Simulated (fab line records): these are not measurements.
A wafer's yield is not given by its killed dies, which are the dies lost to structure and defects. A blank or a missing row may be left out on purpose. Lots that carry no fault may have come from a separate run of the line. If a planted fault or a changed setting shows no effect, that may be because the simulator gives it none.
fab line records + flow sky130
[record]
- lots = 12
- wafers = 36
- last_day = 50
route steps=708 shown METAL2@483 METAL3@534 CAP2M@603 METAL5@663 PAD_OPEN@708
lots that met no fault: from a run of the same line without faults
start_h: start of the lot's first displayed wafer, in hours after the record's first day + wait_h: how many hours have passed since the lot's step before this one + " repeats the value in the row above + L1.1+2: one row covering several wafers at once + - value missing, or start not given + * or withheld: withheld + < > ~ a bound
route shown NAME@n: NAME is a module with steps in the file, n the number in the route of the first one + usual: mean/standard deviation of fault-free wafers + same: alike in all rows + chamber/n: place in a boat + sites: each site's reading + _std_site: their standard deviation + _edge_site: the outer-site mean with the inner-site mean subtracted + radius_mm: for every site, how far away it sits from the centre of the wafer + mask NAME#n: copy n + behind: tool/chamber where the wafer was last shaped + hold: why the lot went on hold/how many hours it stayed there/how the hold came to an end + device: whichever transistor did not switch (one of n, p or np) + end of line: the route-end tests of the same wafers + a step given without rows: its recipe and nothing more + killed: at the first sort, the dies lost to defects and structure; wafer yield is something else + map: a wafer's dies, x killed, . not, _ none there
set.NAME: the setting that was run; set.NAME@STEP: the one run at that earlier step + model.NAME: the simulator's own value behind a step, which no gauge read
one table for each step of the route and one row for each wafer, over a sample of lots
services: when a tool's chamber went out of use (start_h, in hours from the record's first day, below 0 if earlier), for how many hours, and the reason
[[steps]]
[step SKY_METAL2_SPUTTER_00]
[recipe]
- material = Ti
- target_thk_nm = 15
- power_w = 3000
- time_s = 10
- chamber_pressure_pa = 0.4
[usual]
- throttle_valve_pct = 29.9/0.85
| lot.wafer | tool           | chamber | start_h | wait_h | throttle_valve_pct |
|-----------|----------------|---------|---------|--------|--------------------|
| L163.4    | pvd_sputter-03 | -       | 794.22  | 0.1    | 29.9               |
| L163.5    | "              | -       | "       | "      | 29.8               |
| L163.6    | "              | -       | "       | "      | 31.0               |
| L166.1    | pvd_sputter-03 | -       | 820.56  | 0.1    | 30.3               |
| L166.3    | "              | -       | "       | "      | 31.1               |
| L166.4    | "              | -       | "       | "      | 28.3               |
| L167.3    | pvd_sputter-03 | -       | 831.79  | 0.1    | 30.6               |
| L167.4    | "              | -       | "       | "      | 30.1               |
| L167.6    | "              | -       | "       | "      | 30.3               |
| L169.1    | pvd_sputter-04 | -       | 843.05  | 0.2    | 29.1               |
| L169.4    | "              | -       | "       | "      | 30.5               |
| L169.6    | "              | -       | "       | "      | 28.8               |
| L170.3    | pvd_sputter-03 | -       | 849.85  | 0.1    | 30.5               |
| L170.4    | "              | -       | "       | "      | 31.1               |
| L170.6    | "              | -       | "       | "      | 31.2               |
| L171.3    | pvd_sputter-04 | -       | 869.36  | 0.2    | 29.7               |
| L171.4    | "              | -       | "       | "      | 30.2               |
| L171.6    | "              | -       | "       | "      | 28.9               |
| L173.2    | pvd_sputter-04 | -       | 871.53  | 0.2    | 29.0               |
| L173.4    | "              | -       | "       | "      | 30.3               |
| L173.5    | "              | -       | "       | "      | 30.2               |
| L172.1    | pvd_sputter-03 | -       | 872.80  | 0.2    | 28.4               |
| L172.4    | "              | -       | "       | "      | 30.3               |
| L172.6    | "              | -       | "       | "      | 30.9               |
| L174.1    | pvd_sputter-04 | -       | 875.25  | 0.2    | 30.3               |
| L174.4    | "              | -       | "       | "      | 29.6               |
| L174.5    | "              | -       | "       | "      | 29.6               |
| L175.3    | pvd_sputter-02 | -       | 894.88  | 0.1    | 31.6               |
| L175.4    | "              | -       | "       | "      | 28.3               |
| L175.6    | "              | -       | "       | "      | 31.4               |
| L177.1    | pvd_sputter-04 | -       | 902.18  | 0.2    | 30.2               |
| L177.2    | "              | -       | "       | "      | 29.9               |
| L177.5    | "              | -       | "       | "      | 30.3               |
| L183.1    | pvd_sputter-03 | -       | 945.13  | 0.1    | 30.1               |
| L183.2    | "              | -       | "       | "      | 28.7               |
| L183.5    | "              | -       | "       | "      | 28.7               |
[step SKY_METAL3_SPUTTER_02]
[recipe]
- material = AlCu
- target_thk_nm = 735
- power_w = 10600
- time_s = 39.1
- chamber_pressure_pa = 0.4
[usual]
- throttle_valve_pct = 29.8/0.69
| lot.wafer | tool           | chamber | start_h | wait_h | throttle_valve_pct |
|-----------|----------------|---------|---------|--------|--------------------|
| L163.4    | pvd_sputter-01 | -       | 851.18  | 0.0    | 29.2               |
| L163.5    | "              | -       | "       | "      | 29.3               |
| L163.6    | "              | -       | "       | "      | 31.1               |
| L166.1    | pvd_sputter-04 | -       | 876.63  | 0.0    | 30.2               |
| L166.3    | "              | -       | "       | "      | 30.2               |
| L166.4    | "              | -       | "       | "      | 29.0               |
| L167.3    | pvd_sputter-04 | -       | 887.50  | 0.0    | 29.7               |
| L167.4    | "              | -       | "       | "      | 30.2               |
| L167.6    | "              | -       | "       | "      | 29.7               |
| L169.1    | pvd_sputter-03 | -       | 898.86  | 0.0    | 30.3               |
| L169.4    | "              | -       | "       | "      | 31.0               |
| L169.6    | "              | -       | "       | "      | 30.1               |
| L170.3    | pvd_sputter-04 | -       | 904.61  | 0.0    | 30.2               |
| L170.4    | "              | -       | "       | "      | 28.7               |
| L170.6    | "              | -       | "       | "      | 29.6               |
| L171.3    | pvd_sputter-01 | -       | 924.00  | 0.0    | 29.8               |
| L171.4    | "              | -       | "       | "      | 30.2               |
| L171.6    | "              | -       | "       | "      | 29.6               |
| L173.2    | pvd_sputter-03 | -       | 926.70  | 0.0    | 30.6               |
| L173.4    | "              | -       | "       | "      | 30.9               |
| L173.5    | "              | -       | "       | "      | 28.7               |
| L172.1    | pvd_sputter-01 | -       | 928.53  | 0.0    | 29.5               |
| L172.4    | "              | -       | "       | "      | 30.8               |
| L172.6    | "              | -       | "       | "      | 30.7               |
| L174.1    | pvd_sputter-01 | -       | 930.28  | 0.0    | 31.1               |
| L174.4    | "              | -       | "       | "      | 29.6               |
| L174.5    | "              | -       | "       | "      | 30.0               |
| L175.3    | pvd_sputter-04 | -       | 949.66  | 0.0    | 29.4               |
| L175.4    | "              | -       | "       | "      | 29.0               |
| L175.6    | "              | -       | "       | "      | 30.0               |
| L177.1    | pvd_sputter-01 | -       | 956.98  | 0.0    | 30.0               |
| L177.2    | "              | -       | "       | "      | 29.6               |
| L177.5    | "              | -       | "       | "      | 30.1               |
| L183.1    | pvd_sputter-04 | -       | 998.15  | 0.0    | 30.4               |
| L183.2    | "              | -       | "       | "      | 30.2               |
| L183.5    | "              | -       | "       | "      | 30.1               |
[step SKY_CAP2M_CVD_00]
[recipe]
- material = SiO2
- target_thk_nm = 15.5
- temp_c = 400
- time_s = withheld
- rf_w = 450
[usual]
- heater_power_w = 728/80
- rf_fwd_power_W = 442.3/2.3
| lot.wafer | tool     | chamber | start_h | wait_h | heater_power_w | rf_fwd_power_W |
|-----------|----------|---------|---------|--------|----------------|----------------|
| L163.4    | pecvd-01 | 0       | 932.40  | 0.0    | 672            | 445.0          |
| L163.5    | "        | 2       | "       | "      | 789            | 438.1          |
| L163.6    | "        | 1       | "       | "      | 661            | 441.7          |
| L166.1    | pecvd-04 | 2       | 957.43  | 0.0    | 729            | 442.8          |
| L166.3    | "        | 0       | "       | "      | 682            | 440.9          |
| L166.4    | "        | 1       | "       | "      | 598            | 444.7          |
| L167.3    | pecvd-03 | 1       | 967.41  | 0.0    | 724            | 443.5          |
| L167.4    | "        | 1       | "       | "      | 733            | 443.5          |
| L167.6    | "        | 2       | "       | "      | 640            | 444.5          |
| L169.1    | pecvd-03 | 0       | 977.81  | 0.0    | 664            | 439.6          |
| L169.4    | "        | 1       | "       | "      | 724            | 447.2          |
| L169.6    | "        | 2       | "       | "      | 715            | 441.7          |
| L170.3    | pecvd-01 | 0       | 983.82  | 0.0    | 605            | 442.7          |
| L170.4    | "        | 0       | "       | "      | 634            | 443.0          |
| L170.6    | "        | 2       | "       | "      | 835            | 437.1          |
| L171.3    | pecvd-03 | 0       | 1003.48 | 0.0    | 651            | 439.2          |
| L171.4    | "        | 2       | "       | "      | 718            | 443.2          |
| L171.6    | "        | 1       | "       | "      | 784            | 447.6          |
| L173.2    | pecvd-01 | 1       | 1006.23 | 0.0    | 818            | 440.8          |
| L173.4    | "        | 0       | "       | "      | 646            | 442.1          |
| L173.5    | "        | 2       | "       | "      | 830            | 437.5          |
| L172.1    | pecvd-03 | 0       | 1007.71 | 0.0    | 624            | 442.0          |
| L172.4    | "        | 1       | "       | "      | 716            | 446.3          |
| L172.6    | "        | 0       | "       | "      | 631            | 442.8          |
| L174.1    | pecvd-01 | 0       | 1009.06 | 0.0    | 614            | 443.2          |
| L174.4    | "        | 1       | "       | "      | 727            | 440.7          |
| L174.5    | "        | 2       | "       | "      | 805            | 438.7          |
| L175.3    | pecvd-04 | 2       | 1025.98 | 0.0    | 880            | 444.2          |
| L175.4    | "        | 0       | "       | "      | 690            | 440.8          |
| L175.6    | "        | 2       | "       | "      | 879            | 444.1          |
| L177.1    | pecvd-03 | 2       | 1033.41 | 0.0    | 748            | 443.1          |
| L177.2    | "        | 0       | "       | "      | 686            | 439.9          |
| L177.5    | "        | 1       | "       | "      | 692            | 444.4          |
| L183.1    | pecvd-04 | 1       | 1071.06 | 0.0    | 624            | 442.3          |
| L183.2    | "        | 2       | "       | "      | 903            | 443.5          |
| L183.5    | "        | 1       | "       | "      | 648            | 443.7          |
[step SKY_METAL5_SPUTTER_02]
[recipe]
- material = AlCu
- target_thk_nm = 1150
- power_w = 10600
- time_s = 61.2
- chamber_pressure_pa = 0.4
[usual]
- throttle_valve_pct = 30.0/0.88
| lot.wafer | tool           | chamber | start_h | wait_h | throttle_valve_pct |
|-----------|----------------|---------|---------|--------|--------------------|
| L163.4    | pvd_sputter-04 | -       | 1010.93 | 0.0    | 30.3               |
| L163.5    | "              | -       | "       | "      | 30.4               |
| L163.6    | "              | -       | "       | "      | 29.1               |
| L166.1    | pvd_sputter-03 | -       | 1033.70 | 0.0    | 30.9               |
| L166.3    | "              | -       | "       | "      | 30.0               |
| L166.4    | "              | -       | "       | "      | 30.5               |
| L167.3    | pvd_sputter-02 | -       | 1043.03 | 0.0    | 31.8               |
| L167.4    | "              | -       | "       | "      | 28.1               |
| L167.6    | "              | -       | "       | "      | 28.1               |
| L169.1    | pvd_sputter-04 | -       | 1051.52 | 0.0    | 30.2               |
| L169.4    | "              | -       | "       | "      | 28.7               |
| L169.6    | "              | -       | "       | "      | 30.4               |
| L170.3    | pvd_sputter-03 | -       | 1058.48 | 0.0    | 29.8               |
| L170.4    | "              | -       | "       | "      | 30.6               |
| L170.6    | "              | -       | "       | "      | 30.1               |
| L171.3    | pvd_sputter-03 | -       | 1074.14 | 0.0    | 30.1               |
| L171.4    | "              | -       | "       | "      | 31.0               |
| L171.6    | "              | -       | "       | "      | 28.5               |
| L173.2    | pvd_sputter-03 | -       | 1077.29 | 0.0    | 31.3               |
| L173.4    | "              | -       | "       | "      | 28.7               |
| L173.5    | "              | -       | "       | "      | 31.0               |
| L172.1    | pvd_sputter-03 | -       | 1078.74 | 0.0    | 30.5               |
| L172.4    | "              | -       | "       | "      | 28.7               |
| L172.6    | "              | -       | "       | "      | 31.1               |
| L174.1    | pvd_sputter-02 | -       | 1080.09 | 0.0    | 29.8               |
| L174.4    | "              | -       | "       | "      | 30.3               |
| L174.5    | "              | -       | "       | "      | 30.1               |
| L175.3    | pvd_sputter-04 | -       | 1095.22 | 0.0    | 29.9               |
| L175.4    | "              | -       | "       | "      | 30.4               |
| L175.6    | "              | -       | "       | "      | 30.2               |
| L177.1    | pvd_sputter-03 | -       | 1102.91 | 0.0    | 30.3               |
| L177.2    | "              | -       | "       | "      | 28.3               |
| L177.5    | "              | -       | "       | "      | 31.0               |
| L183.1    | pvd_sputter-03 | -       | 1135.79 | 0.0    | 31.0               |
| L183.2    | "              | -       | "       | "      | 28.8               |
| L183.5    | "              | -       | "       | "      | 30.8               |
[step SKY_PAD_OPEN_PROBE_99]
[usual]
- defect_limited_yield = 82.8/2
- killed_at_M0_to_M3 = 43/6.4
- killed_at_M4_up = 3.1/2
- killed_at_contacts = 24/5.2
- killed_at_front_end = 15/4.3
- killed_at_other = 0.2/0.48
- killed_dies = 85/9.7
- killed_open = 47/6.9
- killed_short = 38/6.7
- sort_bin_3_pad_short = 0.9/0.48
- sort_bin_5_function = 10.3/1.6
- sort_bin_6_memory = 6.1/0.97
- sort_n_pass = 407/9.7
- sort_yield_pct = 82.8/2
[same]
- gross_dies = 492
- killed_at_back_side = 0
- sort_bin_4_leakage[%] = 0
- sort_bin_8_speed[%] = 0
| lot.wafer | tool      | chamber | start_h | wait_h | defect_limited_yield[%] | killed_at_M0_to_M3 | killed_at_M4_up | killed_at_contacts | killed_at_front_end | killed_at_other | killed_dies | killed_open | killed_short | sort_bin_3_pad_short[%] | sort_bin_5_function[%] | sort_bin_6_memory[%] | sort_n_pass | sort_yield_pct[%] |
|-----------|-----------|---------|---------|--------|-------------------------|--------------------|-----------------|--------------------|---------------------|-----------------|-------------|-------------|--------------|-------------------------|------------------------|----------------------|-------------|-------------------|
| L183.1    | prober-02 | -       | 1192.05 | 0.1    | 86.4                    | 35                 | 6               | 13                 | 13                  | 0               | 67          | 40          | 27           | 0.6                     | 8.1                    | 4.9                  | 425         | 86.4              |
| L183.2    | prober-02 | -       | 1192.10 | 0.1    | 76.0                    | 87                 | 1               | 21                 | 9                   | 0               | 118         | 54          | 28           | 3.9                     | 13.2                   | 6.9                  | 374         | 76.0              |
| L183.5    | prober-02 | -       | 1192.25 | 0.2    | 78.7                    | 69                 | 2               | 19                 | 15                  | 0               | 105         | 39          | 31           | 3.3                     | 12.4                   | 5.7                  | 387         | 78.7              |
// killed by level:class
L183.1 VIA1:geometric_particle:open=10 FIELD_ISO:geometric_particle:open=5 LI_CONTACT:geometric_particle:open=5 CONTACT:geometric_particle:open=4 VIA1:geometric_particle:short=4 METAL2:geometric_particle:short=4 VIA3:geometric_particle:open=4 METAL3:geometric_particle:short=3
L183.2 METAL2:unspecified=36 VIA2:geometric_particle:open=10 VIA1:geometric_particle:open=9 VIA3:geometric_particle:open=8 METAL1:geometric_particle:short=6 LI_CONTACT:geometric_particle:open=5 CONTACT:geometric_particle:open=5 CONTACT:geometric_particle:short=5
L183.5 METAL2:unspecified=35 CONTACT:geometric_particle:open=9 FIELD_ISO:geometric_particle:open=6 VIA3:geometric_particle:open=5 POLY_GATE:geometric_particle:open=5 VIA2:geometric_particle:open=5 METAL1:geometric_particle:short=4 VIA1:geometric_particle:open=4
[[services]]
| tool           | chamber | start_h | hours | kind   |
|----------------|---------|---------|-------|--------|
| pecvd-04       | -       | 799.08  | 3.3   | repair |
| pecvd-03       | 0       | 803.27  | 8.1   | repair |
| pvd_sputter-03 | -       | 844.64  | 3.2   | repair |
| pvd_sputter-04 | -       | 846.22  | 5.2   | repair |
| pecvd-03       | -       | 865.28  | 14.6  | pm     |
| pecvd-04       | -       | 870.79  | 2.8   | pm     |
| pvd_sputter-01 | -       | 879.24  | 2.2   | repair |
| pecvd-04       | -       | 882.41  | 0.3   | repair |
| pecvd-01       | 1       | 891.35  | 1.8   | repair |
| pvd_sputter-04 | -       | 905.25  | 12.4  | repair |
| pvd_sputter-02 | -       | 937.49  | 1.6   | repair |
| pecvd-03       | 0       | 938.73  | 19.5  | repair |
| pecvd-04       | -       | 957.68  | 1.9   | repair |
| pecvd-04       | 1       | 982.38  | 15.6  | repair |
| pvd_sputter-03 | -       | 997.27  | 1.2   | repair |
| pvd_sputter-01 | -       | 1000.03 | 7.2   | repair |
| pecvd-03       | -       | 1012.98 | 2.9   | repair |
| pvd_sputter-02 | -       | 1043.53 | 17.0  | repair |
| pecvd-01       | -       | 1050.51 | 4.6   | repair |
| pvd_sputter-04 | -       | 1072.02 | 5.4   | repair |
| pecvd-03       | -       | 1076.38 | 2.5   | repair |
| pvd_sputter-02 | -       | 1080.21 | 1.8   | repair |
| pecvd-04       | 0       | 1081.88 | 5.1   | repair |
| pvd_sputter-02 | -       | 1115.63 | 2.2   | repair |
[[key]]
[first_sign]
- step = SKY_PAD_OPEN_PROBE_99
- reading = sort_bin_3_pad_short
- direction = up
- sigmas = 5.5
- usual = 0.9
- struck = 3.6
[effect]
- step = SKY_PAD_OPEN_PROBE_99
- reading = killed_at_M0_to_M3
- direction = up
- sigmas = 5.5
- usual = 43
- struck = 78
met_at SKY_METAL2_SPUTTER_00
struck_lots L183
struck_wafers L183.2,L183.5
not_acting_at SKY_METAL3_SPUTTER_02,SKY_CAP2M_CVD_00,SKY_METAL5_SPUTTER_02
onset_between 872.80 945.13
[fault]
- kind = chamber_particle_source
- tool = pvd_sputter-03
- chamber = -
- onset_h = 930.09
- steps = SKY_METAL2_SPUTTER_00
- rate_per_visit_cm2 = 1.9484
- end_h = 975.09
- scope = struck_wafers_only
